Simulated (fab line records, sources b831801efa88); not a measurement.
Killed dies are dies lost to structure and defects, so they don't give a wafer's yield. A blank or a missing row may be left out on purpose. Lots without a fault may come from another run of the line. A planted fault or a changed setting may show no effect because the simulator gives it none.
Split-lot experiment | flow gf180mcu | 5 lots, 23 wafers read, on a route of 602 steps

THE SPLIT
At GF_M4_SPUTTER_04 (material TiN, target thk 50 nm, time 41.7 s), the setting time_s was moved away from the recipe's 41.7 s on 8 of the 23 wafers read, by -9.9% to +10.1%. The other wafers ran this setting at the recipe's value.

The reading is taken at the split's own step.

THE READING
TiN_of_M4_SPUTTER_04.thk_nm (the simulator's own value, which no gauge read), in nm, at GF_M4_SPUTTER_04 (material TiN, target thk 50 nm, time 41.7 s). The file gives no usual value for it. The 15 wafers here that ran the recipe average 50.12 nm, standard deviation 0.43 nm.

wafer  | tool, chamber at the split | time_s as run, s | against the recipe | TiN_of_M4_SPUTTER_04.thk_nm, nm | against lot-mates on the recipe
L074.2 | pvd_sputter-04, -          | 41.7             | recipe             | 50.91                           | -
L074.3 | pvd_sputter-04, -          | 45.92            | +10.1%             | 56.37                           | +5.63
L074.4 | pvd_sputter-04, -          | 45.92            | +10.1%             | 55.89                           | +5.16
L074.5 | pvd_sputter-04, -          | 45.92            | +10.1%             | 55.97                           | +5.23
L074.6 | pvd_sputter-04, -          | 41.7             | recipe             | 50.56                           | -
L075.1 | pvd_sputter-01, -          | 41.7             | recipe             | 49.57                           | -
L075.2 | pvd_sputter-01, -          | 37.58            | -9.9%              | 43.63                           | -5.93
L075.3 | pvd_sputter-01, -          | 41.7             | recipe             | 49.18                           | -
L075.4 | pvd_sputter-01, -          | 41.7             | recipe             | 49.92                           | -
L075.5 | pvd_sputter-01, -          | 37.58            | -9.9%              | 44.24                           | -5.32
L076.2 | pvd_sputter-04, -          | 41.7             | recipe             | 50.31                           | -
L076.5 | pvd_sputter-04, -          | 41.7             | recipe             | 50.29                           | -
L076.6 | pvd_sputter-04, -          | 41.7             | recipe             | 50.33                           | -
L080.1 | pvd_sputter-01, -          | 41.7             | recipe             | 50.26                           | -
L080.2 | pvd_sputter-01, -          | 41.7             | recipe             | 49.61                           | -
L080.3 | pvd_sputter-01, -          | 41.7             | recipe             | 49.68                           | -
L080.4 | pvd_sputter-01, -          | 41.7             | recipe             | 50.07                           | -
L080.5 | pvd_sputter-01, -          | 41.7             | recipe             | 50.35                           | -
L085.1 | pvd_sputter-02, -          | 45.88            | +10.0%             | 55.45                           | +5.09
L085.2 | pvd_sputter-02, -          | 41.7             | recipe             | 50.21                           | -
L085.4 | pvd_sputter-02, -          | 45.88            | +10.0%             | 55.25                           | +4.89
L085.5 | pvd_sputter-02, -          | 41.7             | recipe             | 50.5                            | -
L085.6 | pvd_sputter-02, -          | 45.88            | +10.0%             | 55.17                           | +4.81

THE FIT
A straight line over all 23 wafers: TiN_of_M4_SPUTTER_04.thk_nm changes by +0.576 nm for each +1% of time_s; r = +0.99; the points scatter about the line by 0.47 nm.
The same after taking each lot's own level away (the mean of its wafers on the recipe; 23 wafers): +0.529 nm for each +1%; r = +1.00; scatter 0.29 nm.
On that fit, the largest move of time_s shifts the reading by 5.4 nm.
The lots' own levels span 49.557 to 50.735 nm, that is 2.7 times the standard deviation above.
So the lot-to-lot level changes the slope little: the two slopes agree.
Check: with one of the wafers moved furthest among these (+10.1%) left out of the fit, the line predicts +5.21 nm for it against its lot-mates. It came out at +5.63 nm against them.

OTHER SPLITS ON THESE WAFERS
These wafers also went through other splits before the reading. Each is held against what the fit with the lots' levels taken away leaves over:
other split on the same wafers       | wafers away from the commonest value | r with TiN_of_M4_SPUTTER_04.thk_nm (lot level and that fit taken away)
GF_V2_CVD_23 temp_c                  | 7                                    | +0.46
GF_M3_SPUTTER_04 chamber_pressure_pa | 10                                   | +0.11
GF_M3_COAT_09 resist_thk_nm          | 10                                   | +0.08
GF_M3_STRIP_17 platen_temp_c         | 10                                   | +0.05
GF_V3_CMP_04 leave_above_ref_nm      | 11                                   | +0.26
GF_V3_ETCH_17 source_w               | 5                                    | -0.13

THE FILE'S OWN FIT
TiN_of_M4_SPUTTER_04.thk_nm changes by +0.529 nm for each +1% of time_s, r = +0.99.
